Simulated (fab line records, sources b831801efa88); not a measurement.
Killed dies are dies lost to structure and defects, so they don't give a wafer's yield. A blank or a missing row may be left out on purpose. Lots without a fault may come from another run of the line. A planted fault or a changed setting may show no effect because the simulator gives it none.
fab line records | flow gf180mcu
record lots=5 wafers=15 last_day=33
route steps=602 shown V2@388 M3@409
lots that met no fault: from a run of the same line without faults
start_h: hours from the record's first day to the start of the lot's first wafer shown | wait_h: hours since the lot's step before | " the same as in the row above | L1.1+2: a row that stands for several wafers | - no value, or no start given | * or withheld: withheld | < > ~ a bound
route shown NAME@n: a module of which the file shows steps, and the number in the route of the first | usual: mean/standard deviation of fault-free wafers | same: alike in all rows | chamber/n: place in a boat | sites: the reading at each site | _std_site: their standard deviation | _edge_site: outer sites' mean less inner sites' | radius_mm: how far each site lies from the wafer's centre | mask NAME#n: copy n | behind: the tool/chamber that last shaped the wafer | hold: why the lot was held/for how many hours/how that ended | device: the transistor (n, p or np) that didn't switch | end of line: the same wafers' tests at the end of the route | a step without rows: its recipe alone | killed: dies lost to structure and defects at the first sort, not the wafer's yield | map: a wafer's dies, x killed, . not, _ none there
set.NAME: the setting as run; set.NAME@STEP: as run at that earlier step | model.NAME: the simulator's own value behind a step, which no gauge read
lots at some steps of the route; a table a step, a row a wafer
services: from which hour (start_h, from the record's first day; less than 0 if before it) a tool's chamber was out of use, for how many hours, and why
## steps
# step GF_V2_DEHYDRATE_06
# recipe temp_c=200 time_s=60
# columns lot.wafer tool chamber start_h wait_h
L075.1+3+5 litho_track-01 0 457.23 11.7
L076.1+2+4 litho_track-02 0 460.73 12.2
L084.1+4+5 litho_track-02 0 540.18 11.0
L085.1+2+4 litho_track-02 0 549.12 10.6
L092.2+4+5 litho_track-01 0 596.50 10.0
# step GF_V2_HMDS_07
# recipe prime_time_s=60 prime_temp_c=120
# columns lot.wafer tool chamber start_h wait_h
L075.1+3+5 litho_track-01 0 457.38 0.1
L076.1+2+4 litho_track-02 0 460.88 0.1
L084.1+4+5 litho_track-02 0 540.33 0.1
L085.1+2+4 litho_track-02 0 549.27 0.1
L092.2+4+5 litho_track-01 0 596.65 0.1
# step GF_V2_COAT_08
# recipe resist=BARC temp_c=withheld time_s=withheld spin_rpm=withheld resist_thk_nm=withheld
# columns lot.wafer tool chamber start_h wait_h
L075.1+3+5 litho_track-01 0 457.53 0.1
L076.1+2+4 litho_track-02 0 461.03 0.1
L084.1+4+5 litho_track-02 0 540.48 0.1
L085.1+2+4 litho_track-02 0 549.42 0.1
L092.2+4+5 litho_track-01 0 596.80 0.1
# step GF_V2_COAT_09
# recipe resist=KrF spin_rpm=withheld resist_thk_nm=1000
# columns lot.wafer tool chamber start_h wait_h
L075.1+3+5 litho_track-01 0 - -
L076.1+2+4 litho_track-02 0 - -
L084.1+4+5 litho_track-02 0 - -
L085.1+2+4 litho_track-02 0 - -
L092.2+4+5 litho_track-01 0 - -
# step GF_V2_SOFTBAKE_10
# recipe temp_c=130 time_s=60 resist=KrF
# columns lot.wafer tool chamber start_h wait_h
L075.1+3+5 litho_track-01 0 - -
L076.1+2+4 litho_track-02 0 - -
L084.1+4+5 litho_track-02 0 - -
L085.1+2+4 litho_track-02 0 - -
L092.2+4+5 litho_track-01 0 - -
# step GF_V2_EXPOSE_11
# recipe mask_id=Via2 target_cd_nm=260 na=0.68 source_shape=conventional sigma_outer=0.6 dose_mj=38
# usual stage_vel_mm_s=499.99/0.28
# columns lot.wafer tool chamber start_h wait_h mask stage_vel_mm_s
L075.1 krf_scanner-02 0 - - Via2#0 499.92
L075.3 " 0 " " Via2#0 499.81
L075.5 " 0 " " Via2#0 500.33
L076.1 krf_scanner-02 0 - - Via2#0 500.49
L076.2 " 0 " " Via2#0 500.45
L076.4 " 0 " " Via2#0 500.18
L084.1 krf_scanner-01 0 - - Via2#0 500.03
L084.4 " 0 " " Via2#0 499.90
L084.5 " 0 " " Via2#0 500.17
L085.1 krf_scanner-02 0 - - Via2#0 500.43
L085.2 " 0 " " Via2#0 500.37
L085.4 " 0 " " Via2#0 500.15
L092.2 krf_scanner-02 0 - - Via2#0 499.68
L092.4 " 0 " " Via2#0 499.79
L092.5 " 0 " " Via2#0 499.71
# step GF_V2_PEB_12
# recipe peb_temp_c=135 peb_time_s=90 resist=KrF
# columns lot.wafer tool chamber start_h wait_h
L075.1+3+5 litho_track-03 0 - -
L076.1+2+4 litho_track-03 0 - -
L084.1+4+5 litho_track-01 0 - -
L085.1+2+4 litho_track-01 0 - -
L092.2+4+5 litho_track-01 0 - -
# step GF_V2_DEVELOP_13
# recipe develop_time_s=60 resist=KrF dev_temp_c=21
# columns lot.wafer tool chamber start_h wait_h
L075.1+3+5 litho_track-03 0 470.04 0.2
L076.1+2+4 litho_track-03 0 472.99 0.2
L084.1+4+5 litho_track-01 0 551.88 0.2
L085.1+2+4 litho_track-01 0 560.93 0.2
L092.2+4+5 litho_track-01 0 607.40 0.2
# step GF_V2_CD_MEAS_14
# recipe target_cd_nm=260
# usual cd_nm=259.7/1.2
# columns lot.wafer tool chamber start_h wait_h cd_nm
L075.1 cd_sem-01 - 470.19 0.1 258.7
L075.3 " - " " 258.3
L075.5 " - " " 258.0
L076.1 cd_sem-02 - 473.14 0.1 259.6
L076.2 " - " " 259.2
L076.4 " - " " 260.3
L084.1 cd_sem-01 - 552.03 0.1 259.8
L084.4 " - " " 259.2
L084.5 " - " " 259.5
L085.1 cd_sem-02 - 561.08 0.1 259.5
L085.2 " - " " 260.0
L085.4 " - " " 259.6
L092.2 cd_sem-01 - 607.55 0.1 261.1
L092.4 " - " " 259.2
L092.5 " - " " 260.6
# step GF_V2_OVL_MEAS_15
# usual V2_OVL=-3/5.3
# columns lot.wafer tool chamber start_h wait_h V2_OVL[nm]
L075.1 overlay-02 - 470.31 0.1 1
L075.3 " - " " -5
L075.5 " - " " 2
L076.1 overlay-01 - 473.26 0.1 -9
L076.2 " - " " -9
L076.4 " - " " -7
L084.1 overlay-01 - 552.15 0.1 -3
L084.4 " - " " 8
L084.5 " - " " 8
L085.1 overlay-02 - 561.20 0.1 -9
L085.2 " - " " -10
L085.4 " - " " -8
L092.2 overlay-01 - 607.66 0.1 -5
L092.4 " - " " -1
L092.5 " - " " 0
# step GF_V2_ETCH_16
# recipe chemistry=N2/H2 target_depth_a=withheld overetch_a=withheld time_s=withheld target=BARC ion_energy_ev=200 source_w=500 bias_w=100 pressure_mtorr=30 n2_flow_sccm=100 h2_flow_sccm=200
# usual drypump_motor_current_A=5.8/0.39 oes_product_au=0.855/0.0043 rf_fwd_power_W=494.8/2.1 throttle_valve_pct=13.225/0.0089
# columns lot.wafer tool chamber start_h wait_h drypump_motor_current_A oes_product_au rf_fwd_power_W throttle_valve_pct
L075.1 rie_diel-03 2 470.34 0.0 5.9 0.851 493.1 13.223
L075.3 " 1 " " 5.7 0.854 492.4 13.227
L075.5 " 1 " " 5.7 0.858 492.3 13.239
L076.1 rie_diel-04 0 473.29 0.0 6.3 0.855 496.2 13.232
L076.2 " 2 " " 5.7 0.852 493.2 13.217
L076.4 " 1 " " 6.4 0.858 494.8 13.221
L084.1 rie_diel-04 3 552.19 0.0 5.2 0.853 495.0 13.237
L084.4 " 0 " " 6.3 0.857 495.4 13.209
L084.5 " 3 " " 5.2 0.858 494.7 13.224
L085.1 rie_diel-03 2 561.24 0.0 5.8 0.861 496.7 13.227
L085.2 " 3 " " 6.1 0.859 497.8 13.235
L085.4 " 0 " " 5.6 0.857 495.3 13.215
L092.2 rie_diel-04 3 607.69 0.0 5.2 0.853 494.0 13.219
L092.4 " 2 " " 5.7 0.860 494.5 13.233
L092.5 " 1 " " 6.5 0.862 495.9 13.227
# step GF_V2_ETCH_17
# recipe chemistry=C4F8/O2/Ar mask_material=KrF target=SiO2 stop_on=TiN source_w=1500 bias_w=1200 pressure_mtorr=40 c4f8_flow_sccm=withheld O2_flow_sccm=6 Ar_flow_sccm=300 time_s=withheld target_depth_a=6300
# usual oes_product_au=0.857/0.0044 rf_fwd_power_W=1493/4.7
# columns lot.wafer tool chamber start_h wait_h oes_product_au rf_fwd_power_W
L075.1 rie_diel-03 2 - - 0.856 1493
L075.3 " 1 " " 0.851 1489
L075.5 " 1 " " 0.855 1490
L076.1 rie_diel-04 0 - - 0.854 1495
L076.2 " 2 " " 0.853 1495
L076.4 " 1 " " 0.854 1495
L084.1 rie_diel-04 3 - - 0.849 1494
L084.4 " 0 " " 0.861 1492
L084.5 " 3 " " 0.865 1500
L085.1 rie_diel-03 2 - - 0.855 1504
L085.2 " 3 " " 0.856 1500
L085.4 " 0 " " 0.855 1492
L092.2 rie_diel-04 3 - - 0.855 1491
L092.4 " 2 " " 0.859 1493
L092.5 " 1 " " 0.858 1491
# step GF_V2_STRIP_18
# recipe chemistry=O2/N2 power_w=1400 pressure_mtorr=1500 platen_temp_c=250 o2_flow_sccm=3000 n2_flow_sccm=300 overash_fraction=0.5
# usual drypump_motor_current_A=5.7/0.52 heater_power_w=337/20 o2_flow_sccm=3000/9.9 oes_product_au=0.594/0.0049
# columns lot.wafer tool chamber start_h wait_h drypump_motor_current_A heater_power_w o2_flow_sccm oes_product_au rf_hours_counter_h
L075.1 plasma_asher-01 0 470.47 - 5.6 315 3019 0.599 4
L075.3 " 0 " " 5.6 318 3008 0.589 -
L075.5 " 1 " " 5.0 361 3005 0.588 -
L076.1 plasma_asher-02 1 473.42 - 6.6 361 3012 0.596 72
L076.2 " 0 " " 5.5 308 2983 0.591 72
L076.4 " 0 " " 5.5 307 2993 0.601 -
L084.1 plasma_asher-01 1 552.31 - 5.0 355 2988 0.598 13
L084.4 " 0 " " 5.6 312 2995 0.595 -
L084.5 " 1 " " 5.0 350 2987 0.595 -
L085.1 plasma_asher-01 1 561.36 - 5.0 346 3014 0.602 14
L085.2 " 0 " " 5.6 317 3000 0.598 14
L085.4 " 1 " " 5.0 363 3011 0.595 -
L092.2 plasma_asher-04 1 607.81 - 6.0 343 3002 0.589 87
L092.4 " 1 " " 5.9 334 3000 0.596 -
L092.5 " 0 " " 6.3 356 3008 0.592 -
# step GF_V2_STRIP_19
# recipe chemistry=post_etch_residue_remover time_s=1200 temp_c=72.5
# usual bath_heat_duty_pct=14.8/0.95
# columns lot.wafer tool chamber start_h wait_h bath_heat_duty_pct
L075.1 wet_bench-01 3 470.57 0.1 14.6
L075.3 " 3 " " 15.7
L075.5 " 3 " " 15.7
L076.1 wet_bench-02 1 473.52 0.1 13.6
L076.2 " 1 " " 13.6
L076.4 " 1 " " 13.9
L084.1 wet_bench-02 0 552.41 0.1 13.3
L084.4 " 0 " " 15.3
L084.5 " 0 " " 14.4
L085.1 wet_bench-01 1 561.46 0.1 14.4
L085.2 " 1 " " 15.1
L085.4 " 1 " " 15.1
L092.2 wet_bench-02 1 607.91 0.1 14.9
L092.4 " 1 " " 14.2
L092.5 " 1 " " 14.9
# step GF_V2_CLEAN_20
# recipe chemistry=DIW dry=n2_spin
# columns lot.wafer tool chamber start_h wait_h
L075.1+3+5 wet_bench-03 2 470.94 0.0
L076.1+2+4 wet_bench-03 2 473.89 0.0
L084.1+4+5 wet_bench-03 0 552.76 0.0
L085.1+2+4 wet_bench-02 1 561.81 0.0
L092.2+4+5 wet_bench-01 3 608.26 0.0
# step GF_V2_SPUTTER_21
# recipe material=Ti target_thk_nm=15 chamber_pressure_pa=5 power_w=2500 substrate_temp_c=200 time_s=80.02
# usual chamber_pressure_pa=5.001/0.01 throttle_valve_pct=30.0/0.85
# columns lot.wafer tool chamber start_h wait_h chamber_pressure_pa throttle_valve_pct
L075.1 pvd_sputter-01 - 471.13 0.0 4.976 29.5
L075.3 " - " " 5.003 31.6
L075.5 " - " " 5.016 31.6
L076.1 pvd_sputter-01 - 474.08 0.0 4.996 29.7
L076.2 " - " " 5.010 30.1
L076.4 " - " " 4.990 29.7
L084.1 pvd_sputter-01 - 552.85 0.0 5.003 31.8
L084.4 " - " " 5.007 29.4
L084.5 " - " " 5.024 29.8
L085.1 pvd_sputter-04 - 561.91 0.0 5.009 29.9
L085.2 " - " " 4.978 31.6
L085.4 " - " " 4.973 29.6
L092.2 pvd_sputter-04 - 608.35 0.0 5.006 29.6
L092.4 " - " " 4.992 31.4
L092.5 " - " " 4.991 31.6
# step GF_V2_SPUTTER_22
# recipe material=TiN target_thk_nm=10 chamber_pressure_pa=5 power_w=4000 time_s=40
# usual chamber_pressure_pa=5.000/0.01 throttle_valve_pct=30.0/0.85
# columns lot.wafer tool chamber start_h wait_h chamber_pressure_pa throttle_valve_pct
L075.1 pvd_sputter-01 - 471.19 0.0 5.002 29.6
L075.3 " - " " 5.009 31.3
L075.5 " - " " 5.006 31.3
L076.1 pvd_sputter-01 - 474.14 0.0 5.005 29.8
L076.2 " - " " 4.993 30.4
L076.4 " - " " 5.014 29.8
L084.1 pvd_sputter-01 - 552.91 0.0 4.987 31.4
L084.4 " - " " 4.985 29.6
L084.5 " - " " 4.999 29.6
L085.1 pvd_sputter-04 - 561.97 0.0 5.000 29.8
L085.2 " - " " 5.010 31.5
L085.4 " - " " 4.994 29.1
L092.2 pvd_sputter-04 - 608.41 0.0 4.994 29.8
L092.4 " - " " 5.008 31.5
L092.5 " - " " 5.006 31.4
# step GF_V2_CVD_23
# recipe material=W target_thk_nm=350 time_s=104.94 temp_c=396 pressure_torr=40
# usual heater_power_outer_w=482/16 heater_power_w=800/30 susceptor_temp_C=395.96/0.24
# columns lot.wafer tool chamber start_h wait_h heater_power_outer_w heater_power_w susceptor_temp_C
L075.1 cvd_w-02 0 471.23 0.0 472 752 395.76
L075.3 " 0 " " 458 768 395.95
L075.5 " 0 " " 471 765 395.97
L076.1 cvd_w-01 1 474.18 0.0 484 778 396.07
L076.2 " 0 " " 471 825 395.72
L076.4 " 0 " " 475 800 395.91
L084.1 cvd_w-01 1 552.95 0.0 491 776 396.11
L084.4 " 0 " " 473 831 395.95
L084.5 " 1 " " 486 849 395.96
L085.1 cvd_w-02 1 562.01 0.0 504 804 395.87
L085.2 " 0 " " 474 755 396.10
L085.4 " 1 " " 524 843 395.66
L092.2 cvd_w-02 1 608.45 0.0 504 854 395.94
L092.4 " 0 " " 472 766 396.08
L092.5 " 1 " " 512 855 395.91
# step GF_V2_RS_MEAS_24
# recipe thk_meas_gauge=four-point-probe reads=W_of_V2_CVD_23+TiN_of_V2_SPUTTER_22+Ti_of_V2_SPUTTER_21
# usual V2_W_RS=0.351/0.0044
# columns lot.wafer tool chamber start_h wait_h V2_W_RS[ohm/sq]
L075.1 film_metro-02 - 471.45 0.2 0.344
L075.3 " - " " 0.347
L075.5 " - " " 0.346
L076.1 film_metro-04 - 474.29 0.1 0.344
L076.2 " - " " 0.352
L076.4 " - " " 0.352
L084.1 film_metro-01 - 553.06 0.1 0.343
L084.4 " - " " 0.352
L084.5 " - " " 0.347
L085.1 film_metro-01 - 562.12 0.1 0.348
L085.2 " - " " 0.347
L085.4 " - " " 0.350
L092.2 film_metro-01 - 608.58 0.1 0.356
L092.4 " - " " 0.347
L092.5 " - " " 0.358
# step GF_V2_THK_MEAS_25
# recipe thk_meas_gauge=xrf reads=W_of_V2_CVD_23
# usual V2_W_THK=338/5.1
# columns lot.wafer tool chamber start_h wait_h V2_W_THK[nm]
L075.1 film_metro-02 - 471.57 0.1 345
L075.3 " - " " 344
L075.5 " - " " 344
L076.1 film_metro-04 - 474.41 0.1 341
L076.2 " - " " 333
L076.4 " - " " 332
L084.1 film_metro-01 - 553.18 0.1 345
L084.4 " - " " 338
L084.5 " - " " 343
L085.1 film_metro-01 - 562.24 0.1 342
L085.2 " - " " 347
L085.4 " - " " 342
L092.2 film_metro-01 - 608.69 0.1 335
L092.4 " - " " 345
L092.5 " - " " 334
# step GF_V2_CMP_26
# recipe stop_on=SiO2 down_force_psi=3.5 platen_rpm=60 t_overpolish_s=15 target_thk_nm=0 pad_velocity_m_s=0.94248
# usual motor_current_A=10.5/0.88 overpolish_run_s=14.999/0.0081 slurry_flow_ml_min=150.0/0.45 time_to_endpoint_s=81/4
# same t_overpolish_s=15
# columns lot.wafer tool chamber start_h wait_h motor_current_A overpolish_run_s slurry_flow_ml_min time_to_endpoint_s
L075.1 cmp-02 2 471.63 0.1 10.3 14.995 151.0 81
L075.3 " 1 " " 9.8 14.988 149.1 81
L075.5 " 3 " " 9.5 15.007 149.0 77
L076.1 cmp-01 0 474.52 0.1 10.1 14.991 150.5 84
L076.2 " 1 " " 10.3 15.005 149.8 78
L076.4 " 2 " " 12.0 14.991 150.1 80
L084.1 cmp-02 0 553.24 0.1 11.9 14.994 150.8 91
L084.4 " 2 " " 10.2 14.990 149.7 80
L084.5 " 0 " " 11.6 15.015 150.7 87
L085.1 cmp-01 0 562.35 0.1 10.8 15.003 149.3 84
L085.2 " 1 " " 10.5 14.989 150.6 80
L085.4 " 2 " " 12.2 15.000 150.2 82
L092.4 cmp-01 3 608.80 0.1 11.0 15.004 149.6 82
L092.2 " 1 " " 10.7 14.992 149.5 77
L092.5 " 2 " " 11.6 15.006 150.6 75
# step GF_M3_SPUTTER_00
# recipe material=Ti target_thk_nm=37.5 arriving_ion_energy_ev=80 substrate_temp_c=200 chamber_pressure_pa=2 power_w=4000 time_s=150
# usual chamber_pressure_pa=2.000/0.0041 throttle_valve_pct=30.0/1
# columns lot.wafer tool chamber start_h wait_h chamber_pressure_pa throttle_valve_pct
L075.1 pvd_sputter-03 - 471.93 0.2 2.007 29.3
L075.3 " - " " 1.999 29.0
L075.5 " - " " 2.002 28.7
L076.1 pvd_sputter-02 - 474.77 0.2 2.000 31.6
L076.2 " - " " 1.995 29.2
L076.4 " - " " 2.002 29.1
L084.1 pvd_sputter-03 - 553.54 0.2 1.998 28.8
L084.4 " - " " 2.004 29.8
L084.5 " - " " 2.002 29.7
L085.1 pvd_sputter-04 - 562.60 0.2 2.003 29.7
L085.2 " - " " 1.994 29.6
L085.4 " - " " 2.000 29.0
L092.2 pvd_sputter-02 - 609.05 0.1 1.995 29.0
L092.4 " - " " 2.001 31.4
L092.5 " - " " 2.000 30.9
# step GF_M3_SPUTTER_01
# recipe material=TiN target_thk_nm=30 power_w=6500 time_s=25 chamber_pressure_pa=0.4
# usual chamber_pressure_pa=0.4001/0.00071 throttle_valve_pct=30.0/1
# columns lot.wafer tool chamber start_h wait_h chamber_pressure_pa throttle_valve_pct
L075.1 pvd_sputter-03 - 472.03 0.1 0.3997 29.4
L075.3 " - " " 0.3999 28.7
L075.5 " - " " 0.4003 28.6
L076.1 pvd_sputter-02 - 474.87 0.1 0.4007 31.6
L076.2 " - " " 0.4005 29.0
L076.4 " - " " 0.4005 28.9
L084.1 pvd_sputter-03 - 553.64 0.1 0.4005 29.1
L084.4 " - " " 0.3999 30.0
L084.5 " - " " 0.3997 29.6
L085.1 pvd_sputter-04 - 562.70 0.1 0.4003 29.7
L085.2 " - " " 0.4007 29.4
L085.4 " - " " 0.3998 29.1
L092.2 pvd_sputter-02 - 609.15 0.1 0.3996 29.5
L092.4 " - " " 0.3985 31.7
L092.5 " - " " 0.3999 30.7
# step GF_M3_SPUTTER_02
# recipe material=AlCu target_thk_nm=450 power_w=10600 time_s=23.9 chamber_pressure_pa=0.4
# usual chamber_pressure_pa=0.4001/0.00075 throttle_valve_pct=30.0/1
# columns lot.wafer tool chamber start_h wait_h chamber_pressure_pa throttle_valve_pct
L075.1 pvd_sputter-03 - 472.06 0.0 0.3989 29.3
L075.3 " - " " 0.3990 28.7
L075.5 " - " " 0.3997 28.8
L076.1 pvd_sputter-02 - 474.90 0.0 0.3996 31.3
L076.2 " - " " 0.3999 29.2
L076.4 " - " " 0.4016 29.4
L084.1 pvd_sputter-03 - 553.67 0.0 0.4011 29.0
L084.4 " - " " 0.4004 29.8
L084.5 " - " " 0.4000 29.4
L085.1 pvd_sputter-04 - 562.73 0.0 0.4012 29.9
L085.2 " - " " 0.4007 29.6
L085.4 " - " " 0.4006 28.9
L092.2 pvd_sputter-02 - 609.18 0.0 0.4008 29.0
L092.4 " - " " 0.4007 31.5
L092.5 " - " " 0.4012 30.8
# step GF_M3_SPUTTER_03
# recipe material=Ti target_thk_nm=10 substrate_temp_c=300 chamber_pressure_pa=0.3 power_w=3000 time_s=6.7
# usual chamber_pressure_pa=0.3000/0.00063 throttle_valve_pct=30.0/1
# columns lot.wafer tool chamber start_h wait_h chamber_pressure_pa throttle_valve_pct
L075.1 pvd_sputter-03 - 472.09 0.0 0.2988 29.7
L075.3 " - " " 0.3002 28.9
L075.5 " - " " 0.3011 28.7
L076.1 pvd_sputter-02 - 474.93 0.0 0.2987 31.7
L076.2 " - " " 0.3002 29.1
L076.4 " - " " 0.3003 29.1
L084.1 pvd_sputter-03 - 553.70 0.0 0.3000 28.8
L084.4 " - " " 0.2996 30.1
L084.5 " - " " 0.2995 29.6
L085.1 pvd_sputter-04 - 562.76 0.0 0.3015 30.1
L085.2 " - " " 0.2993 29.3
L085.4 " - " " 0.2997 29.0
L092.2 pvd_sputter-02 - 609.21 0.0 0.3002 28.6
L092.4 " - " " 0.3001 31.7
L092.5 " - " " 0.3009 30.7
# step GF_M3_SPUTTER_04
# recipe material=TiN target_thk_nm=50 power_w=6500 time_s=43.56 chamber_pressure_pa=0.4
# usual chamber_pressure_pa=0.4001/0.00084 throttle_valve_pct=30.0/1
# columns lot.wafer tool chamber start_h wait_h chamber_pressure_pa throttle_valve_pct
L075.1 pvd_sputter-03 - 472.11 0.0 0.3988 29.4
L075.3 " - " " 0.4000 29.0
L075.5 " - " " 0.3994 28.7
L076.1 pvd_sputter-02 - 474.95 0.0 0.4014 31.7
L076.2 " - " " 0.3994 28.8
L076.4 " - " " 0.3999 29.1
L084.1 pvd_sputter-03 - 553.72 0.0 0.4004 28.7
L084.4 " - " " 0.3998 30.2
L084.5 " - " " 0.4023 29.5
L085.1 pvd_sputter-04 - 562.78 0.0 0.4000 29.9
L085.2 " - " " 0.3997 29.8
L085.4 " - " " 0.4006 28.9
L092.2 pvd_sputter-02 - 609.23 0.0 0.4012 28.9
L092.4 " - " " 0.4000 31.5
L092.5 " - " " 0.4003 30.7
# step GF_M3_RS_MEAS_05
# recipe thk_meas_gauge=four-point-probe reads=TiN_of_M3_SPUTTER_04+Ti_of_M3_SPUTTER_03+AlCu_of_M3_SPUTTER_02+TiN_of_M3_SPUTTER_01+Ti_of_M3_SPUTTER_00
# usual M3_ALCU_RS=0.0695/0.00092
# columns lot.wafer tool chamber start_h wait_h M3_ALCU_RS[ohm/sq]
L075.1 film_metro-02 - 472.17 0.0 0.0705
L075.3 " - " " 0.0712
L075.5 " - " " 0.0715
L076.1 film_metro-04 - 474.99 0.0 0.0691
L076.2 " - " " 0.0686
L076.4 " - " " 0.0686
L084.1 film_metro-04 - 553.76 0.0 0.0698
L084.4 " - " " 0.0693
L084.5 " - " " 0.0694
L085.1 film_metro-03 - 562.82 0.0 0.0707
L085.2 " - " " 0.0696
L085.4 " - " " 0.0699
L092.2 film_metro-03 - 609.29 0.0 0.0690
L092.4 " - " " 0.0687
L092.5 " - " " 0.0694
# step GF_M3_THK_MEAS_06
# recipe thk_meas_gauge=xrf reads=AlCu_of_M3_SPUTTER_02
# usual M3_ALCU_THK=445/6.3
# columns lot.wafer tool chamber start_h wait_h M3_ALCU_THK[nm]
L075.1 film_metro-02 - 472.29 0.1 440
L075.3 " - " " 434
L075.5 " - " " 431
L076.1 film_metro-04 - 475.11 0.1 450
L076.2 " - " " 454
L076.4 " - " " 454
L084.1 film_metro-04 - 553.88 0.1 444
L084.4 " - " " 446
L084.5 " - " " 446
L085.1 film_metro-03 - 562.94 0.1 438
L085.2 " - " " 443
L085.4 " - " " 441
L092.2 film_metro-03 - 609.40 0.1 448
L092.4 " - " " 448
L092.5 " - " " 449
# step GF_M3_DEHYDRATE_07
# recipe temp_c=200 time_s=60
# columns lot.wafer tool chamber start_h wait_h
L075.1+3+5 litho_track-04 0 483.61 11.3
L076.1+2+4 litho_track-01 0 487.93 12.8
L084.1+4+5 litho_track-04 0 564.66 10.8
L085.1+2+4 litho_track-01 0 573.18 10.2
L092.2+4+5 litho_track-04 0 619.24 9.8
# step GF_M3_HMDS_08
# recipe prime_time_s=60 prime_temp_c=120
# columns lot.wafer tool chamber start_h wait_h
L075.1+3+5 litho_track-04 0 483.76 0.1
L076.1+2+4 litho_track-01 0 488.08 0.1
L084.1+4+5 litho_track-04 0 564.81 0.1
L085.1+2+4 litho_track-01 0 573.33 0.1
L092.2+4+5 litho_track-04 0 619.39 0.1
# step GF_M3_COAT_09
# recipe resist=KrF spin_rpm=withheld resist_thk_nm=1000
# columns lot.wafer tool chamber start_h wait_h
L075.1+3+5 litho_track-04 0 483.91 0.1
L076.1+2+4 litho_track-01 0 488.23 0.1
L084.1+4+5 litho_track-04 0 564.96 0.1
L085.1+2+4 litho_track-01 0 573.48 0.1
L092.2+4+5 litho_track-04 0 619.54 0.1
# step GF_M3_SOFTBAKE_10
# recipe temp_c=130 time_s=60 resist=KrF
# columns lot.wafer tool chamber start_h wait_h
L075.1+3+5 litho_track-04 0 484.06 0.1
L076.1+2+4 litho_track-01 0 488.38 0.1
L084.1+4+5 litho_track-04 0 565.11 0.1
L085.1+2+4 litho_track-01 0 573.63 0.1
L092.2+4+5 litho_track-04 0 619.69 0.1
# step GF_M3_EXPOSE_11
# recipe mask_id=Metal3 target_cd_nm=280 na=0.68 source_shape=conventional sigma_outer=0.6 dose_mj=28
# usual stage_vel_mm_s=500.00/0.24
# columns lot.wafer tool chamber start_h wait_h mask stage_vel_mm_s
L075.1 krf_scanner-01 0 - - Metal3#0 499.92
L075.3 " 0 " " Metal3#0 500.19
L075.5 " 0 " " Metal3#0 500.08
L076.1 krf_scanner-01 0 - - Metal3#0 500.24
L076.2 " 0 " " Metal3#0 500.12
L076.4 " 0 " " Metal3#0 499.72
L084.1 krf_scanner-02 0 - - Metal3#0 500.23
L084.4 " 0 " " Metal3#0 500.25
L084.5 " 0 " " Metal3#0 499.93
L085.1 krf_scanner-01 0 - - Metal3#0 500.17
L085.2 " 0 " " Metal3#0 499.94
L085.4 " 0 " " Metal3#0 499.75
L092.2 krf_scanner-01 0 - - Metal3#0 499.83
L092.4 " 0 " " Metal3#0 499.82
L092.5 " 0 " " Metal3#0 500.08
# step GF_M3_PEB_12
# recipe peb_temp_c=135 peb_time_s=90 resist=KrF
# columns lot.wafer tool chamber start_h wait_h
L075.1+3+5 litho_track-04 0 - -
L076.1+2+4 litho_track-01 0 - -
L084.1+4+5 litho_track-02 0 - -
L085.1+2+4 litho_track-04 0 - -
L092.2+4+5 litho_track-04 0 - -
# step GF_M3_DEVELOP_13
# recipe develop_time_s=60 dev_temp_c=21
# columns lot.wafer tool chamber start_h wait_h
L075.1+3+5 litho_track-04 0 496.41 0.2
L076.1+2+4 litho_track-01 0 500.13 0.2
L084.1+4+5 litho_track-02 0 575.67 0.2
L085.1+2+4 litho_track-04 0 584.06 0.2
L092.2+4+5 litho_track-04 0 630.19 0.2
# step GF_M3_CD_MEAS_14
# recipe target_cd_nm=280
# usual cd_nm=279.8/1.1
# columns lot.wafer tool chamber start_h wait_h cd_nm
L075.1 cd_sem-01 - 496.56 0.1 277.8
L075.3 " - " " 278.8
L075.5 " - " " 278.5
L076.1 cd_sem-01 - 500.28 0.1 280.3
L076.2 " - " " 280.6
L076.4 " - " " 279.9
L084.1 cd_sem-01 - 575.82 0.1 279.7
L084.4 " - " " 279.4
L084.5 " - " " 280.5
L085.1 cd_sem-02 - 584.21 0.1 278.9
L085.2 " - " " 278.7
L085.4 " - " " 280.1
L092.2 cd_sem-02 - 630.33 0.1 281.9
L092.4 " - " " 282.0
L092.5 " - " " 281.9
# step GF_M3_OVL_MEAS_15
# usual M3_OVL=6/5.8
# columns lot.wafer tool chamber start_h wait_h M3_OVL[nm]
L075.1 overlay-01 - 496.68 0.1 10
L075.3 " - " " 2
L075.5 " - " " 11
L076.1 overlay-02 - 500.40 0.1 9
L076.2 " - " " 5
L076.4 " - " " 15
L084.1 overlay-01 - 575.94 0.1 3
L084.4 " - " " -1
L084.5 " - " " 8
L085.1 overlay-01 - 584.33 0.1 8
L085.2 " - " " 16
L085.4 " - " " 6
L092.2 overlay-01 - 630.44 0.1 12
L092.4 " - " " 8
L092.5 " - " " 0
## services
# columns tool chamber start_h hours kind
krf_scanner-02 - 438.87 1.5 pm
rie_diel-04 - 449.63 2.8 pm
pvd_sputter-04 - 454.96 22.1 repair
rie_diel-03 1 459.51 6.6 repair
rie_diel-04 - 460.20 0.9 repair
pvd_sputter-01 - 462.89 0.7 repair
rie_diel-04 3 473.04 4.6 repair
pvd_sputter-04 - 479.88 1.1 repair
pvd_sputter-04 - 481.09 0.7 repair
krf_scanner-01 - 484.50 3.3 repair
krf_scanner-02 - 492.86 1.0 pm
krf_scanner-01 - 493.88 1.3 pm
krf_scanner-02 - 517.46 1.3 pm
pvd_sputter-04 - 520.94 4.1 repair
krf_scanner-02 - 536.36 0.8 pm
krf_scanner-02 - 538.38 0.3 repair
pvd_sputter-01 - 540.59 1.0 repair
krf_scanner-01 - 574.63 0.8 pm
pvd_sputter-02 - 582.03 9.0 repair
krf_scanner-01 - 587.19 1.0 pm
krf_scanner-01 - 593.05 16.8 repair
rie_diel-04 0 603.08 8.2 repair
krf_scanner-02 - 615.37 4.4 pm
krf_scanner-02 - 619.74 4.0 pm
## key
fault none
